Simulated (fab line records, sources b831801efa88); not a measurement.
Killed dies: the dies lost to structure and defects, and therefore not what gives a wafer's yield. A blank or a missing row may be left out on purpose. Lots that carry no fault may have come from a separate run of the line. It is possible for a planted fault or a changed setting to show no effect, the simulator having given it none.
fab line records	flow sky130
record: lots: 24	wafers: 72	last-day: 50
route steps=708 shown VT_ADJUST_HVTP@95 POLY_GATE@218 POLY_CUT@315 METAL1@434 CAP2M@603
lots with no fault: from the same line, run without faults
start-h: the number of hours between the record's first day and the start of the first shown wafer of the lot	wait-h: time in hours since the lot's previous step	" unchanged from the row above	L1.1+2: a row that stands for several wafers	- no value present, or no start provided	* or withheld: withheld	< > ~ a bound
route shown NAME@n: NAME is a module with steps in the file, n the number in the route of the first one	usual: average and standard deviation across the fault-free wafers	same: alike in all rows	chamber/n: place in a boat	sites: the reading at each site	_std_site: standard deviation across them	_edge_site: outer sites' mean less inner sites'	radius-mm: how far each site lies from the wafer's centre	mask NAME#n: copy n	behind: the last tool/chamber to shape the wafer	hold: the reason the lot was held/the length of the hold in hours/how it ended	device: the transistor (n, p or np) that didn't switch	end of line: the tests these same wafers got at the end of their route	for a step that has no rows: nothing shown but its recipe	killed: dies that structure and defects cost at the first sort, which is not the same as the wafer's yield	map: per-die view of a wafer (x killed, . not killed, _ where there is no die)
set.NAME: the setting that was run; set.NAME@STEP: the one run at that earlier step	model.NAME: the simulator's own value behind a step, which no gauge read
one table for each step of the route and one row for each wafer, over a sample of lots
services: the hour from which a tool's chamber was out of use, counted from the record's first day as start-h (under 0 if before that day), plus the number of hours and why
== steps ==
step: SKY_VT_ADJUST_HVTP_STRIP_10
recipe: chemistry: O2/N2	power-w: 1400	pressure-mtorr: 1500	platen-temp-c: withheld	o2-flow-sccm: 3000	n2-flow-sccm: 300	overash-fraction: 0.5
usual: drypump-motor-current-A: 5.7/0.31	oes-product-au: 0.717/0.0042	strip-time-to-endpoint-s: 14.17/0.039
lot.wafer	tool	chamber	start-h	wait-h	drypump-motor-current-A	oes-product-au	rf-hours-counter-h	strip-time-to-endpoint-s
L074.1	plasma-asher-03	1	121.70	0.1	5.9	0.713	45	14.18
L074.5	"	0	"	"	5.2	0.719	-	14.15
L074.6	"	1	"	"	5.9	0.713	-	14.16
L075.2	plasma-asher-01	1	133.07	0.1	5.4	0.724	45	14.17
L075.4	"	0	"	"	5.5	0.722	-	14.21
L075.6	"	0	"	"	5.5	0.715	-	14.15
L076.1	plasma-asher-01	0	138.52	0.1	5.5	0.723	46	14.16
L076.4	"	0	"	"	5.5	0.709	-	14.24
L076.5	"	0	"	"	5.5	0.722	-	14.16
L077.1	plasma-asher-04	1	140.79	0.1	5.7	0.718	2	14.20
L077.2	"	0	"	"	6.1	0.712	2	14.17
L077.3	"	1	"	"	5.7	0.709	-	14.18
L078.1	plasma-asher-03	1	146.94	0.1	5.9	0.715	48	14.20
L078.3	"	0	"	"	5.2	0.723	-	14.21
L078.4	"	1	"	"	5.9	0.711	-	14.20
L079.2	plasma-asher-04	1	154.94	0.1	5.7	0.721	3	14.19
L079.3	"	1	"	"	5.7	0.714	-	14.22
L079.4	"	0	"	"	6.1	0.720	-	14.21
L080.1	plasma-asher-04	0	163.54	0.1	6.1	0.722	4	14.14
L080.3	"	1	"	"	5.7	0.718	-	14.07
L080.5	"	0	"	"	6.1	0.719	-	14.16
L081.2	plasma-asher-04	1	165.35	0.1	5.7	0.721	4	14.16
L081.3	"	0	"	"	6.1	0.716	-	14.15
L081.4	"	1	"	"	5.7	0.712	-	14.13
L082.2	plasma-asher-03	0	171.59	0.1	5.2	0.718	50	14.19
L082.4	"	0	"	"	5.2	0.722	-	14.14
L082.5	"	1	"	"	5.9	0.711	-	14.17
L083.1	plasma-asher-01	0	177.40	0.1	5.6	0.714	50	14.23
L083.2	"	1	"	"	5.4	0.717	50	14.18
L083.6	"	0	"	"	5.5	0.715	-	14.20
L084.1	plasma-asher-04	0	183.37	0.1	6.1	0.721	6	14.17
L084.3	"	0	"	"	6.1	0.713	-	14.16
L084.4	"	1	"	"	5.7	0.718	-	14.15
L085.3	plasma-asher-03	0	188.35	0.1	5.2	0.712	-	14.16
L085.4	"	1	"	"	5.9	0.721	-	14.17
L085.5	"	0	"	"	5.2	0.711	-	14.13
L086.1	plasma-asher-03	1	195.70	0.1	5.9	0.715	53	14.22
L086.4	"	0	"	"	5.2	0.723	-	14.28
L086.6	"	1	"	"	5.9	0.710	-	14.22
L087.1	plasma-asher-03	1	200.57	0.1	5.9	0.716	53	14.20
L087.2	"	0	"	"	5.2	0.711	53	14.17
L087.5	"	1	"	"	5.9	0.718	-	14.23
L088.4	plasma-asher-04	0	206.70	0.1	6.1	0.717	-	14.12
L088.5	"	1	"	"	5.7	0.723	-	14.15
L088.6	"	0	"	"	6.1	0.720	-	14.13
L089.2	plasma-asher-01	0	213.19	0.1	5.5	0.719	53	14.17
L089.3	"	1	"	"	5.4	0.723	-	14.14
L089.6	"	0	"	"	5.6	0.722	-	14.17
L090.2	plasma-asher-04	1	219.52	0.1	5.7	0.720	10	14.20
L090.3	"	0	"	"	6.1	0.716	-	14.14
L090.4	"	1	"	"	5.7	0.712	-	14.15
L091.3	plasma-asher-03	1	233.62	0.1	5.9	0.711	-	14.18
L091.5	"	1	"	"	5.9	0.715	-	14.12
L091.6	"	0	"	"	5.2	0.714	-	14.17
L092.1	plasma-asher-04	0	240.00	0.1	6.1	0.717	12	14.14
L092.2	"	1	"	"	5.7	0.719	12	14.11
L092.4	"	1	"	"	5.7	0.721	-	14.10
L093.3	plasma-asher-04	0	250.74	0.1	6.1	0.719	-	14.16
L093.5	"	0	"	"	6.1	0.718	-	14.15
L093.6	"	1	"	"	5.7	0.716	-	14.15
L094.1	plasma-asher-03	1	254.74	0.1	5.9	0.722	57	14.15
L094.5	"	0	"	"	5.2	0.709	-	14.17
L094.6	"	1	"	"	5.9	0.706	-	14.18
L095.1	plasma-asher-03	0	255.37	0.1	5.2	0.718	57	14.15
L095.2	"	1	"	"	5.9	0.714	57	14.13
L095.3	"	1	"	"	5.9	0.715	-	14.17
L096.2	plasma-asher-04	1	259.94	0.1	5.7	0.720	14	14.18
L096.3	"	1	"	"	5.7	0.721	-	14.19
L096.6	"	1	"	"	5.7	0.721	-	14.14
L097.2	plasma-asher-04	1	271.62	0.1	5.7	0.717	15	14.16
L097.4	"	0	"	"	6.1	0.714	-	14.14
L097.6	"	0	"	"	6.1	0.719	-	14.06
step: SKY_POLY_GATE_THK_MEAS_04
recipe: reads: Si3N4_of_POLY_GATE_CVD_03
usual: POLY_GATE_CVD_03_THK: 74.9/0.78
lot.wafer	tool	chamber	start-h	wait-h	POLY_GATE_CVD_03_THK[nm]
L074.1	film-metro-03	-	338.63	0.0	75.6
L074.5	"	-	"	"	74.8
L074.6	"	-	"	"	74.7
L075.2	film-metro-03	-	349.85	0.0	74.9
L075.4	"	-	"	"	75.1
L075.6	"	-	"	"	75.0
L076.1	film-metro-02	-	361.58	0.0	73.8
L076.4	"	-	"	"	74.3
L076.5	"	-	"	"	74.6
L077.1	film-metro-04	-	365.68	0.0	74.5
L077.2	"	-	"	"	75.2
L077.3	"	-	"	"	74.7
L078.1	film-metro-03	-	388.43	0.0	74.4
L078.3	"	-	"	"	75.1
L078.4	"	-	"	"	75.1
L079.2	film-metro-04	-	388.47	0.0	74.6
L079.3	"	-	"	"	73.8
L079.4	"	-	"	"	74.3
L080.1	film-metro-03	-	393.83	0.0	74.7
L080.3	"	-	"	"	75.3
L080.5	"	-	"	"	75.0
L081.2	film-metro-03	-	397.46	0.0	74.2
L081.3	"	-	"	"	73.4
L081.4	"	-	"	"	73.7
L082.2	film-metro-02	-	405.42	0.0	74.0
L082.4	"	-	"	"	74.2
L082.5	"	-	"	"	74.8
L083.1	film-metro-04	-	412.75	0.0	75.1
L083.2	"	-	"	"	75.0
L083.6	"	-	"	"	75.9
L084.1	film-metro-02	-	422.85	0.0	74.9
L084.3	"	-	"	"	75.4
L084.4	"	-	"	"	74.9
L085.3	film-metro-03	-	431.76	0.0	73.5
L085.4	"	-	"	"	73.7
L085.5	"	-	"	"	74.6
L086.1	film-metro-02	-	439.04	0.0	74.4
L086.4	"	-	"	"	74.8
L086.6	"	-	"	"	74.9
L087.1	film-metro-03	-	448.37	0.0	76.4
L087.2	"	-	"	"	76.0
L087.5	"	-	"	"	75.6
L088.4	film-metro-03	-	458.45	0.0	76.1
L088.5	"	-	"	"	76.0
L088.6	"	-	"	"	76.5
L089.2	film-metro-04	-	466.71	0.0	74.8
L089.3	"	-	"	"	75.3
L089.6	"	-	"	"	75.1
L090.2	film-metro-03	-	491.37	0.0	74.5
L090.3	"	-	"	"	74.6
L090.4	"	-	"	"	74.8
L092.1	film-metro-02	-	509.85	0.0	73.1
L092.2	"	-	"	"	73.5
L092.4	"	-	"	"	73.9
L091.3	film-metro-03	-	509.87	0.0	76.4
L091.5	"	-	"	"	76.3
L091.6	"	-	"	"	76.8
L093.3	film-metro-04	-	515.38	0.0	74.9
L093.5	"	-	"	"	75.3
L093.6	"	-	"	"	75.1
L094.1	film-metro-02	-	516.72	0.0	75.6
L094.5	"	-	"	"	76.1
L094.6	"	-	"	"	75.5
L095.1	film-metro-03	-	520.47	0.0	75.1
L095.2	"	-	"	"	75.5
L095.3	"	-	"	"	75.1
L096.2	film-metro-04	-	526.27	0.0	75.6
L096.3	"	-	"	"	75.5
L096.6	"	-	"	"	75.6
L097.2	film-metro-04	-	539.51	0.0	74.6
L097.4	"	-	"	"	75.4
L097.6	"	-	"	"	74.8
step: SKY_POLY_GATE_CD_MEAS_13
recipe: target-cd-nm: 150
usual: cd-nm: 150.0/1.3
lot.wafer	tool	chamber	start-h	wait-h	cd-nm
L074.1	cd-sem-02	-	365.76	-	146.5
L074.5	"	-	"	"	149.0
L074.6	"	-	"	"	148.9
L075.2	cd-sem-01	-	377.43	-	149.6
L075.4	"	-	"	"	149.1
L075.6	"	-	"	"	150.6
L076.1	cd-sem-01	-	390.35	-	150.0
L076.4	"	-	"	"	149.3
L076.5	"	-	"	"	150.4
L077.1	cd-sem-01	-	393.51	-	148.7
L077.2	"	-	"	"	148.8
L077.3	"	-	"	"	149.4
L078.1	cd-sem-02	-	417.73	-	151.3
L078.3	"	-	"	"	150.8
L078.4	"	-	"	"	150.5
L079.2	cd-sem-02	-	418.08	-	150.5
L079.3	"	-	"	"	150.1
L079.4	"	-	"	"	150.5
L080.1	cd-sem-01	-	423.96	-	149.5
L080.3	"	-	"	"	148.9
L080.5	"	-	"	"	148.7
L081.2	cd-sem-01	-	427.78	-	151.3
L081.3	"	-	"	"	150.2
L081.4	"	-	"	"	150.5
L082.2	cd-sem-01	-	436.03	-	150.3
L082.4	"	-	"	"	149.0
L082.5	"	-	"	"	149.9
L083.1	cd-sem-02	-	443.96	-	152.0
L083.2	"	-	"	"	151.2
L083.6	"	-	"	"	152.1
L084.1	cd-sem-01	-	453.05	-	152.0
L084.3	"	-	"	"	150.9
L084.4	"	-	"	"	150.7
L085.3	cd-sem-02	-	462.37	-	149.5
L085.4	"	-	"	"	148.7
L085.5	"	-	"	"	148.9
L086.1	cd-sem-02	-	470.10	-	148.7
L086.4	"	-	"	"	147.8
L086.6	"	-	"	"	148.2
L087.1	cd-sem-02	-	478.71	-	149.8
L087.2	"	-	"	"	150.5
L087.5	"	-	"	"	151.2
L088.4	cd-sem-02	-	488.87	-	149.8
L088.5	"	-	"	"	150.0
L088.6	"	-	"	"	150.1
L089.2	cd-sem-01	-	497.10	-	150.3
L089.3	"	-	"	"	148.0
L089.6	"	-	"	"	148.3
L090.2	cd-sem-01	-	521.77	-	152.0
L090.3	"	-	"	"	150.2
L090.4	"	-	"	"	150.2
L092.1	cd-sem-01	-	540.30	-	151.2
L092.2	"	-	"	"	150.9
L092.4	"	-	"	"	149.9
L091.3	cd-sem-02	-	540.55	-	149.1
L091.5	"	-	"	"	149.5
L091.6	"	-	"	"	149.7
L093.3	cd-sem-01	-	545.59	-	149.3
L093.5	"	-	"	"	148.4
L093.6	"	-	"	"	148.3
L094.1	cd-sem-02	-	546.75	-	152.2
L094.5	"	-	"	"	151.1
L094.6	"	-	"	"	152.6
L095.1	cd-sem-01	-	550.90	-	150.3
L095.2	"	-	"	"	152.3
L095.3	"	-	"	"	150.9
L096.2	cd-sem-01	-	556.42	-	149.9
L096.3	"	-	"	"	149.5
L096.6	"	-	"	"	149.9
L097.2	cd-sem-01	-	569.27	-	148.1
L097.4	"	-	"	"	148.1
L097.6	"	-	"	"	148.1
step: SKY_POLY_CUT_CD_MEAS_08
recipe: target-cd-nm: 270
usual: cd-nm: 269.8/1.4
lot.wafer	tool	chamber	start-h	wait-h	cd-nm
L074.1	cd-sem-01	-	552.46	-	270.0
L074.5	"	-	"	"	270.1
L074.6	"	-	"	"	269.5
L075.2	cd-sem-02	-	563.35	-	270.3
L075.4	"	-	"	"	271.4
L075.6	"	-	"	"	270.9
L076.1	cd-sem-01	-	579.33	-	269.9
L076.4	"	-	"	"	270.1
L076.5	"	-	"	"	268.1
L077.1	cd-sem-02	-	582.83	-	269.0
L077.2	"	-	"	"	268.6
L077.3	"	-	"	"	269.7
L078.1	cd-sem-01	-	603.33	-	269.6
L078.3	"	-	"	"	269.3
L078.4	"	-	"	"	269.5
L079.2	cd-sem-02	-	604.68	-	268.9
L079.3	"	-	"	"	269.3
L079.4	"	-	"	"	269.1
L080.1	cd-sem-01	-	612.38	-	270.3
L080.3	"	-	"	"	269.8
L080.5	"	-	"	"	268.9
L081.2	cd-sem-01	-	614.45	-	270.6
L081.3	"	-	"	"	270.3
L081.4	"	-	"	"	270.1
L082.2	cd-sem-02	-	623.38	-	270.4
L082.4	"	-	"	"	270.0
L082.5	"	-	"	"	270.5
L083.1	cd-sem-01	-	629.43	-	269.2
L083.2	"	-	"	"	268.5
L083.6	"	-	"	"	268.4
L084.1	cd-sem-01	-	636.48	-	268.4
L084.3	"	-	"	"	268.3
L084.4	"	-	"	"	268.5
L085.3	cd-sem-01	-	647.17	-	268.0
L085.4	"	-	"	"	267.0
L085.5	"	-	"	"	268.0
L086.1	cd-sem-02	-	653.78	-	273.1
L086.4	"	-	"	"	273.4
L086.6	"	-	"	"	272.1
L087.1	cd-sem-02	-	660.63	-	269.6
L087.2	"	-	"	"	269.1
L087.5	"	-	"	"	269.5
L088.4	cd-sem-02	-	673.04	-	271.7
L088.5	"	-	"	"	271.5
L088.6	"	-	"	"	270.8
L089.2	cd-sem-01	-	677.35	-	270.2
L089.3	"	-	"	"	270.9
L089.6	"	-	"	"	270.5
L090.2	cd-sem-01	-	702.28	-	270.0
L090.3	"	-	"	"	269.9
L090.4	"	-	"	"	270.5
L092.1	cd-sem-01	-	717.63	-	270.4
L092.2	"	-	"	"	270.3
L092.4	"	-	"	"	270.7
L091.3	cd-sem-02	-	719.40	-	269.4
L091.5	"	-	"	"	267.7
L091.6	"	-	"	"	267.6
L094.1	cd-sem-01	-	723.33	-	269.8
L094.5	"	-	"	"	270.0
L094.6	"	-	"	"	268.7
L093.3	cd-sem-02	-	723.62	-	272.7
L093.5	"	-	"	"	273.0
L093.6	"	-	"	"	272.6
L095.1	cd-sem-01	-	730.03	-	269.6
L095.2	"	-	"	"	268.2
L095.3	"	-	"	"	270.7
L096.2	cd-sem-01	-	734.53	-	269.0
L096.3	"	-	"	"	268.1
L096.6	"	-	"	"	269.6
L097.2	cd-sem-02	-	746.95	-	267.0
L097.4	"	-	"	"	267.9
L097.6	"	-	"	"	268.5
step: SKY_METAL1_SPUTTER_00
recipe: material: Ti	target-thk-nm: 15	power-w: 3000	time-s: 10	chamber-pressure-pa: 0.4
usual: throttle-valve-pct: 30.5/0.71
lot.wafer	tool	chamber	start-h	wait-h	throttle-valve-pct
L074.1	pvd-sputter-03	-	732.38	0.2	30.7
L074.5	"	-	"	"	30.4
L074.6	"	-	"	"	30.6
L075.2	pvd-sputter-01	-	740.85	0.1	29.8
L075.4	"	-	"	"	31.8
L075.6	"	-	"	"	30.0
L076.1	pvd-sputter-03	-	757.09	0.2	30.2
L076.4	"	-	"	"	30.3
L076.5	"	-	"	"	30.5
L077.1	pvd-sputter-01	-	761.03	0.2	29.8
L077.2	"	-	"	"	30.4
L077.3	"	-	"	"	31.7
L078.1	pvd-sputter-04	-	778.37	0.2	29.3
L078.3	"	-	"	"	31.0
L078.4	"	-	"	"	32.3
L079.2	pvd-sputter-04	-	780.10	0.1	30.9
L079.3	"	-	"	"	30.4
L079.4	"	-	"	"	29.2
L080.1	pvd-sputter-01	-	787.19	0.1	30.1
L080.3	"	-	"	"	31.5
L080.5	"	-	"	"	30.6
L081.2	pvd-sputter-04	-	789.57	0.2	32.0
L081.3	"	-	"	"	30.0
L081.4	"	-	"	"	30.8
L082.2	pvd-sputter-03	-	797.21	0.1	30.8
L082.4	"	-	"	"	30.7
L082.5	"	-	"	"	30.3
L083.1	pvd-sputter-03	-	802.78	0.2	30.6
L083.2	"	-	"	"	30.2
L083.6	"	-	"	"	30.8
L084.1	pvd-sputter-01	-	807.57	0.2	31.8
L084.3	"	-	"	"	30.1
L084.4	"	-	"	"	29.8
L085.3	pvd-sputter-01	-	819.30	0.2	31.7
L085.4	"	-	"	"	30.0
L085.5	"	-	"	"	29.7
L086.1	pvd-sputter-01	-	824.63	0.1	30.5
L086.4	"	-	"	"	31.8
L086.6	"	-	"	"	30.6
L087.1	pvd-sputter-01	-	830.44	0.1	30.0
L087.2	"	-	"	"	30.7
L087.5	"	-	"	"	31.9
L088.4	pvd-sputter-01	-	840.97	0.2	30.0
L088.5	"	-	"	"	29.7
L088.6	"	-	"	"	31.9
L089.2	pvd-sputter-04	-	846.34	0.1	30.9
L089.3	"	-	"	"	29.4
L089.6	"	-	"	"	30.3
L090.2	pvd-sputter-04	-	869.43	0.1	30.3
L090.3	"	-	"	"	31.0
L090.4	"	-	"	"	29.5
L092.1	pvd-sputter-03	-	882.04	0.1	31.2
L092.2	"	-	"	"	30.7
L092.4	"	-	"	"	30.7
L091.3	pvd-sputter-03	-	884.25	0.1	30.2
L091.5	"	-	"	"	30.2
L091.6	"	-	"	"	30.2
L094.1	pvd-sputter-01	-	887.43	0.1	29.9
L094.5	"	-	"	"	29.9
L094.6	"	-	"	"	30.2
L093.3	pvd-sputter-04	-	890.31	0.2	32.0
L093.5	"	-	"	"	29.3
L093.6	"	-	"	"	30.7
L095.1	pvd-sputter-01	-	893.96	0.1	29.9
L095.2	"	-	"	"	30.3
L095.3	"	-	"	"	30.4
L096.2	pvd-sputter-01	-	898.63	0.2	31.6
L096.3	"	-	"	"	30.4
L096.6	"	-	"	"	30.1
L097.2	pvd-sputter-01	-	909.39	0.2	30.4
L097.4	"	-	"	"	30.4
L097.6	"	-	"	"	30.2
step: SKY_CAP2M_CVD_00
recipe: material: SiO2	target-thk-nm: 15.5	temp-c: 400	time-s: withheld	rf-w: 450
usual: heater-power-w: 692/91	susceptor-temp-C: 400.01/0.23
lot.wafer	tool	chamber	start-h	wait-h	heater-power-w	susceptor-temp-C
L074.1	pecvd-03	2	926.85	0.0	617	399.98
L074.5	"	2	"	"	617	399.84
L074.6	"	0	"	"	664	400.07
L075.2	pecvd-01	2	934.05	0.0	699	400.02
L075.4	"	1	"	"	696	400.34
L075.6	"	2	"	"	731	399.66
L076.1	pecvd-02	1	947.23	0.0	646	400.12
L076.4	"	1	"	"	646	399.99
L076.5	"	2	"	"	834	400.33
L077.1	pecvd-01	0	952.49	0.0	638	399.62
L077.2	"	1	"	"	638	400.07
L077.3	"	2	"	"	729	399.98
L078.1	pecvd-03	2	966.85	0.0	693	399.57
L078.3	"	2	"	"	693	400.05
L078.4	"	2	"	"	706	400.32
L079.2	pecvd-02	1	974.55	0.0	631	399.75
L079.3	"	2	"	"	891	399.76
L079.4	"	0	"	"	755	400.17
L080.1	pecvd-01	1	977.00	0.0	625	399.60
L080.3	"	0	"	"	617	400.01
L080.5	"	0	"	"	658	400.32
L081.2	pecvd-02	0	978.90	0.0	692	400.04
L081.3	"	1	"	"	639	400.14
L081.4	"	0	"	"	687	400.02
L082.2	pecvd-03	2	984.91	0.0	619	400.14
L082.4	"	0	"	"	690	399.86
L082.5	"	1	"	"	925	400.20
L083.1	pecvd-02	0	990.69	0.0	638	400.19
L083.2	"	1	"	"	663	400.63
L083.6	"	1	"	"	665	400.20
L084.1	pecvd-02	2	1000.15	0.0	880	400.05
L084.3	"	1	"	"	697	400.04
L084.4	"	2	"	"	891	400.17
L085.3	pecvd-03	2	1006.72	0.0	694	399.93
L085.4	"	1	"	"	799	399.75
L085.5	"	2	"	"	697	400.17
L086.1	pecvd-01	2	1009.52	0.0	719	399.87
L086.4	"	1	"	"	636	399.66
L086.6	"	2	"	"	721	399.69
L087.1	pecvd-01	0	1015.58	0.0	545	400.48
L087.2	"	2	"	"	592	399.86
L087.5	"	0	"	"	552	400.55
L088.4	pecvd-01	1	1027.32	0.0	685	399.79
L088.5	"	0	"	"	586	399.98
L088.6	"	2	"	"	587	400.16
L089.2	pecvd-02	0	1029.69	0.0	652	400.36
L089.3	"	2	"	"	769	399.97
L089.6	"	0	"	"	640	400.49
L090.2	pecvd-02	0	1048.82	0.0	696	400.32
L090.3	"	1	"	"	676	400.16
L090.4	"	1	"	"	657	400.07
L092.1	pecvd-02	2	1060.71	0.0	887	400.28
L092.2	"	0	"	"	700	399.79
L092.4	"	1	"	"	743	399.89
L091.3	pecvd-01	1	1061.15	0.0	606	399.77
L091.5	"	0	"	"	543	399.91
L091.6	"	1	"	"	593	400.05
L094.1	pecvd-01	0	1064.01	0.0	636	399.80
L094.5	"	0	"	"	629	399.93
L094.6	"	1	"	"	677	399.87
L093.3	pecvd-01	0	1069.52	0.0	550	399.86
L093.5	"	0	"	"	549	400.10
L093.6	"	1	"	"	694	399.82
L095.1	pecvd-03	1	1071.58	0.0	901	399.78
L095.2	"	0	"	"	656	399.71
L095.3	"	2	"	"	602	399.91
L096.2	pecvd-01	2	1075.31	0.0	677	400.02
L096.3	"	1	"	"	704	399.92
L096.6	"	0	"	"	566	399.68
L097.2	pecvd-03	0	1083.03	0.0	622	399.85
L097.4	"	1	"	"	830	400.13
L097.6	"	0	"	"	632	399.80
== services ==
tool	chamber	start-h	hours	kind
plasma-asher-04	-	108.75	9.0	pm
plasma-asher-04	-	110.18	14.2	repair
pvd-sputter-01	-	162.63	0.8	repair
pvd-sputter-01	-	203.13	0.8	repair
pvd-sputter-01	-	229.57	0.7	repair
pecvd-01	-	256.08	5.5	pm
pecvd-01	-	282.35	1.0	repair
pecvd-01	1	287.07	2.0	repair
plasma-asher-04	-	308.16	14.6	pm
pecvd-01	-	350.23	5.6	repair
pvd-sputter-01	-	372.73	5.0	repair
plasma-asher-04	-	397.59	2.8	pm
plasma-asher-04	-	419.93	4.8	repair
pvd-sputter-01	-	469.27	2.4	repair
plasma-asher-04	-	499.83	2.5	repair
pvd-sputter-01	-	516.57	22.3	repair
pvd-sputter-01	-	599.18	2.4	repair
pvd-sputter-01	-	708.84	4.2	repair
pecvd-01	0	767.00	5.7	repair
pecvd-01	1	768.20	15.7	repair
pvd-sputter-01	-	957.34	0.5	repair
pecvd-01	-	957.67	0.7	repair
pvd-sputter-01	-	1003.05	6.7	repair
pecvd-01	-	1079.48	2.8	pm
== key ==
fault none
